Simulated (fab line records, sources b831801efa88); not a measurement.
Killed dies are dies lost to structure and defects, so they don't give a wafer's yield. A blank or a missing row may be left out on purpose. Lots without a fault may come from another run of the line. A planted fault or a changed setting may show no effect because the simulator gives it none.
Split-lot experiment | flow sky130 | 5 lots, 23 wafers read, on a route of 708 steps

THE SPLIT
At SKY_LDD_LDN_COAT_02 (resist thk 1140 nm), the setting resist_thk_nm was moved away from the recipe's 1140 nm on 7 of the 23 wafers read, by -5.4% to +4.3%. The other wafers ran this setting at the recipe's value.

The reading is taken at the split's own step.

THE READING
NOVOLAK_of_LDD_LDN_COAT_02.thk_nm (the simulator's own value, which no gauge read), in nm, at SKY_LDD_LDN_COAT_02 (resist thk 1140 nm). The file gives no usual value for it. The 16 wafers here that ran the recipe average 1141 nm, standard deviation 2.3 nm.

wafer  | tool, chamber at the split | resist_thk_nm as run, nm | against the recipe | NOVOLAK_of_LDD_LDN_COAT_02.thk_nm, nm | against lot-mates on the recipe
L074.1 | litho_track-03, 0          | 1189                     | +4.3%              | 1193                                  | +52
L074.2 | litho_track-03, 0          | 1140                     | recipe             | 1141                                  | -
L074.4 | litho_track-03, 0          | 1189                     | +4.3%              | 1194                                  | +53
L074.5 | litho_track-03, 0          | 1140                     | recipe             | 1144                                  | -
L074.6 | litho_track-03, 0          | 1140                     | recipe             | 1138                                  | -
L078.1 | litho_track-03, 0          | 1113                     | -2.4%              | 1113                                  | -26
L078.2 | litho_track-03, 0          | 1113                     | -2.4%              | 1111                                  | -28
L078.3 | litho_track-03, 0          | 1140                     | recipe             | 1143                                  | -
L078.5 | litho_track-03, 0          | 1140                     | recipe             | 1136                                  | -
L078.6 | litho_track-03, 0          | 1113                     | -2.4%              | 1112                                  | -28
L080.1 | litho_track-03, 0          | 1140                     | recipe             | 1146                                  | -
L080.3 | litho_track-03, 0          | 1140                     | recipe             | 1143                                  | -
L080.6 | litho_track-03, 0          | 1140                     | recipe             | 1143                                  | -
L082.1 | litho_track-03, 0          | 1140                     | recipe             | 1141                                  | -
L082.3 | litho_track-03, 0          | 1140                     | recipe             | 1140                                  | -
L082.4 | litho_track-03, 0          | 1079                     | -5.4%              | 1080                                  | -61
L082.5 | litho_track-03, 0          | 1079                     | -5.4%              | 1080                                  | -61
L082.6 | litho_track-03, 0          | 1140                     | recipe             | 1142                                  | -
L085.1 | litho_track-02, 0          | 1140                     | recipe             | 1141                                  | -
L085.2 | litho_track-02, 0          | 1140                     | recipe             | 1141                                  | -
L085.4 | litho_track-02, 0          | 1140                     | recipe             | 1142                                  | -
L085.5 | litho_track-02, 0          | 1140                     | recipe             | 1139                                  | -
L085.6 | litho_track-02, 0          | 1140                     | recipe             | 1140                                  | -

THE FIT
A straight line over all 23 wafers: NOVOLAK_of_LDD_LDN_COAT_02.thk_nm changes by +11.8 nm for each +1% of resist_thk_nm; r = +1.00; the points scatter about the line by 2.2 nm.
The same after taking each lot's own level away (the mean of its wafers on the recipe; 23 wafers): +11.7 nm for each +1%; r = +1.00; scatter 1.8 nm.
On that fit, the largest move of resist_thk_nm shifts the reading by 63 nm.
The lots' own levels span 1139.5 to 1144.0 nm, that is 1.9 times the standard deviation above.
So the lot-to-lot level changes the slope little: the two slopes agree.
Check: with one of the wafers moved furthest among these (-5.4%) left out of the fit, the line predicts -62.9 nm for it against its lot-mates. It came out at -61 nm against them.

OTHER SPLITS ON THESE WAFERS
These wafers also went through other splits before the reading. Each is held against what the fit with the lots' levels taken away leaves over:
other split on the same wafers      | wafers away from the commonest value | r with NOVOLAK_of_LDD_LDN_COAT_02.thk_nm (lot level and that fit taken away)
SKY_GATE_OXIDE_OXIDATION_01 temp_c  | 15                                   | -0.12
SKY_GATE_OXIDE_COAT_05 spin_rpm     | 6                                    | +0.14
SKY_GATE_OXIDE_IMPLANT_11 dose_cm2  | 4                                    | +0.41
SKY_POLY_GATE_CVD_03 pressure_mtorr | 15                                   | -0.05
SKY_POLY_GATE_ETCH_15 source_w      | 11                                   | +0.32
SKY_LDD_N_IMPLANT_13 energy_kev     | 11                                   | -0.10
SKY_LDD_P_IMPLANT_09 dose_cm2       | 10                                   | +0.27
SKY_LDD_HVN_IMPLANT_08 energy_kev   | 4                                    | -0.23
SKY_LDD_HVP_EXPOSE_04 dose_mj       | 11                                   | -0.21

THE FILE'S OWN FIT
NOVOLAK_of_LDD_LDN_COAT_02.thk_nm changes by +11.7 nm for each +1% of resist_thk_nm, r = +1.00.
